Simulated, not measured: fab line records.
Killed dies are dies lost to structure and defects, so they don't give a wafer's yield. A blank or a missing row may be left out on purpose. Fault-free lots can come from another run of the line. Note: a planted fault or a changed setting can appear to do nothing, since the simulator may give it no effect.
Which tool did it? + flow gf180mcu + Sampling: 14 lots, 42 wafers, 4 of 602 route steps

WHAT THE GAUGES SHOWED, per wafer
GF_POLY_GATE_OVL_MEAS_11. Usual: POLY_GATE_OVL typically reads -2 nm, with standard deviation 5.3.
| lot  | measured     | on         | POLY_GATE_OVL (nm) | flag |
|------|--------------|------------|--------------------|------|
| L630 | day 9 09:57  | overlay-01 | 2 6 -1             |      |
| L631 | day 9 17:36  | overlay-02 | -3 -4 -8           |      |
| L634 | day 10 17:15 | overlay-01 | -4 -5 -3           |      |
| L635 | day 10 23:23 | overlay-01 | -7 -4 -10          |      |
| L637 | day 11 15:47 | overlay-01 | 6 -7 2             |      |
| L639 | day 12 02:11 | overlay-02 | 3 -9 -6            |      |
| L640 | day 12 12:15 | overlay-01 | -5 -1 1            |      |
| L641 | day 12 19:18 | overlay-01 | -2 0 -4            |      |
| L646 | day 14 08:29 | overlay-01 | 0 4 1              |      |
| L647 | day 14 17:06 | overlay-01 | -7 -3 -9           |      |
| L648 | day 14 20:57 | overlay-01 | -9 5 -1            |      |
| L649 | day 15 03:38 | overlay-01 | -5 7 6             |      |
| L651 | day 15 20:17 | overlay-01 | 6 -8 -1            |      |
| L652 | day 16 02:32 | overlay-01 | 0 -4 2             |      |

GF_POLY_GATE_CD_MEAS_18. Usual: cdNm 280.1 nm, standard deviation 1.8.
| lot  | measured     | on       | cdNm (nm)         | flag |
|------|--------------|----------|-------------------|------|
| L630 | day 9 13:52  | cdSem-01 | 280.5 280.2 281.5 |      |
| L631 | day 9 19:12  | cdSem-01 | 283.1 282.6 282.0 |      |
| L634 | day 10 18:51 | cdSem-02 | 280.9 280.3 280.8 |      |
| L635 | day 11 02:05 | cdSem-01 | 281.4 281.8 281.3 |      |
| L637 | day 11 21:49 | cdSem-01 | 280.7 281.2 282.4 |      |
| L639 | day 12 06:12 | cdSem-01 | 281.4 280.0 279.4 |      |
| L640 | day 12 15:49 | cdSem-02 | 277.9 277.5 277.9 |      |
| L641 | day 12 20:54 | cdSem-01 | 280.9 283.3 284.2 |      |
| L646 | day 14 11:07 | cdSem-01 | 278.8 277.0 278.7 |      |
| L647 | day 14 18:44 | cdSem-01 | 281.3 279.5 279.7 |      |
| L648 | day 14 23:01 | cdSem-01 | 280.2 280.5 279.1 |      |
| L649 | day 15 05:19 | cdSem-02 | 279.6 279.0 279.3 |      |
| L651 | day 15 23:15 | cdSem-01 | 277.2 277.8 277.9 |      |
| L652 | day 16 04:09 | cdSem-02 | 280.1 279.4 279.6 |      |

GF_NSD_OVL_MEAS_08. Usual: NSD_OVL typically reads -0.5 nm, with standard deviation 1.5.
| lot  | measured     | on         | NSD_OVL (nm)   | flag |
|------|--------------|------------|----------------|------|
| L630 | day 13 16:09 | overlay-02 | 1.5 -0.6 0.0   |      |
| L631 | day 13 22:29 | overlay-01 | -0.6 1.5 -0.2  |      |
| L634 | day 15 00:59 | overlay-01 | -2.8 -2.7 -2.1 |      |
| L635 | day 15 10:39 | overlay-01 | 0.3 0.7 0.4    |      |
| L637 | day 16 08:51 | overlay-02 | -0.4 -0.2 0.1  |      |
| L639 | day 16 19:08 | overlay-01 | -3.4 -1.4 -1.6 |      |
| L646 | day 19 08:01 | overlay-01 | -1.3 -1.1 -2.6 |      |
| L647 | day 19 17:01 | overlay-01 | -0.7 -1.5 -1.0 |      |
| L648 | day 19 21:30 | overlay-01 | -0.2 0.5 0.0   |      |
| L649 | day 20 04:59 | overlay-02 | -2.0 -0.8 -2.5 |      |
| L651 | day 21 00:01 | overlay-02 | -0.2 -0.6 -1.5 |      |
| L652 | day 21 04:55 | overlay-01 | 2.8 4.0 4.1    |      |

WHAT TOOL EACH LOT RAN ON (gives the tool, then ch and the chambers of the sampled wafers, and finally the start)
| lot  | GF_HV_LDD_DEVELOP_45             |
|------|----------------------------------|
| L630 | lithoTrack-04 ch 0, day 12 15:58 |
| L631 | lithoTrack-01 ch 0, day 12 20:59 |
| L634 | lithoTrack-01 ch 0, day 14 00:31 |
| L635 | lithoTrack-04 ch 0, day 14 10:04 |
| L637 | lithoTrack-01 ch 0, day 15 07:03 |
| L639 | lithoTrack-03 ch 0, day 15 17:11 |
| L640 | lithoTrack-01, day 16 03:01      |
| L641 | lithoTrack-04, day 16 11:16      |
| L646 | lithoTrack-03 ch 0, day 18 05:26 |
| L647 | lithoTrack-04 ch 0, day 18 13:35 |
| L648 | lithoTrack-04 ch 0, day 18 18:05 |
| L649 | lithoTrack-04 ch 0, day 19 01:14 |
| L651 | lithoTrack-04 ch 0, day 19 20:47 |
| L652 | lithoTrack-01 ch 0, day 20 01:22 |
- GF_HV_LDD_DEVELOP_45: develop time 60 s.

AS READ BY THE TOOLS THEMSELVES (means over the sampled wafers that have a number; for cases with no such wafer, the mark the record gives instead)
GF_HV_LDD_DEVELOP_45. Usual: chillPlateTempC 23.00 C, standard deviation 0.11; resistLineTempC 22.99 C, standard deviation 0.11.
| lot  | tool          | chillPlateTempC (C) | resistLineTempC (C) | flag |
|------|---------------|---------------------|---------------------|------|
| L630 | lithoTrack-04 | 23.08               | 22.94               |      |
| L631 | lithoTrack-01 | 23.08               | 23.12               |      |
| L634 | lithoTrack-01 | 22.97               | 22.92               |      |
| L635 | lithoTrack-04 | 22.92               | 23.07               |      |
| L637 | lithoTrack-01 | 23.00               | 23.02               |      |
| L639 | lithoTrack-03 | 22.99               | 23.06               |      |
| L640 | lithoTrack-01 | -                   | -                   | OFF  |
| L641 | lithoTrack-04 | -                   | -                   | OFF  |
| L646 | lithoTrack-03 | 22.99               | 22.98               |      |
| L647 | lithoTrack-04 | 23.13               | 22.90               |      |
| L648 | lithoTrack-04 | 23.23               | 23.06               |      |
| L649 | lithoTrack-04 | 23.10               | 23.02               |      |
| L651 | lithoTrack-04 | 23.01               | 22.87               |      |
| L652 | lithoTrack-01 | 23.11               | 22.99               |      |

THE ANSWER, worked out from the rows above alone
Rule: a lot is off if the mean of its wafers that have a number lies more than 3 standard deviations from the usual mean. Also off: a lot with no number at a reading for which 4 or more lots have one. All remaining lots with rows at the step are treated as sound. The gauges are gone through in route order, then the tools' own readings, and for those a lot's mean is taken as printed above. The first step at which some lot is off is used, and at that step the reading that is off furthest; a lot without a number counts as furthest.
Off: L640, L641, at GF_HV_LDD_DEVELOP_45 (chillPlateTempC). Without a number there: L640, L641.
A tool fits if, at that step or a process step before it, it ran every lot that is off, and no sound lot after the first of them. Of those tried, none fits.

WHAT THE SIMULATOR HAD PUT IN
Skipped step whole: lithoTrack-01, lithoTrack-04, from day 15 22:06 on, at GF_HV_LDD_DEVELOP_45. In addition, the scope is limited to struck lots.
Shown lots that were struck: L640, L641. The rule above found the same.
